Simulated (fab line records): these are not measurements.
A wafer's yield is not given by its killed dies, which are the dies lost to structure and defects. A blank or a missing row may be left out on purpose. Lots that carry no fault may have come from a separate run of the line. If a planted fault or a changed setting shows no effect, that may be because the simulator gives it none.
Which tool did it? ; flow gf180mcu ; at 1 step of a route of 602, 7 lots with 21 wafers sampled

## WHAT THE GAUGES SHOWED, per wafer
GF_MIM_THK_MEAS_11: measures by xrf.
lot;measured;on;MIM_ALCU_THK (nm)
L362;day 25 15:30;film metro-04;199.0 199.6 194.4
L365;day 26 11:49;film metro-04;200.5 200.0 202.4
L367;day 27 03:33;film metro-01;204.3 205.4 203.8
L369;day 27 23:30;film metro-04;198.3 191.4 198.0
L374;day 29 06:08;film metro-02;201.9 200.9 204.2
L378;day 30 20:12;film metro-02;198.5 202.5 199.1
L382;day 31 11:50;film metro-04;200.8 200.5 197.0

## TOOL THAT RAN EACH LOT (tool first, then ch and the chambers of the sampled wafers, then the start)
There is no process step in the record ahead of these readings.

## THE ANSWER, worked out from the rows above alone
Rule: the usual values come from the lots themselves. The widest of any qualifying gaps counts: lots, ordered by their means at a reading, are off when they make up no more than a third of the lots, leave a main group of 4 or more, and stand apart from it by 3 or more times the standard deviation of that group's means. If all means in a main group match to the digits the tables above print for the reading, that group is not used. A lot without any number at a reading at which 4 lots or more have one is off too. Where the step has rows for the other lots, those lots are counted as sound.
None of the lots is off at any reading shown; this tells nothing.

## WHAT WAS PUT IN BY THE SIMULATOR
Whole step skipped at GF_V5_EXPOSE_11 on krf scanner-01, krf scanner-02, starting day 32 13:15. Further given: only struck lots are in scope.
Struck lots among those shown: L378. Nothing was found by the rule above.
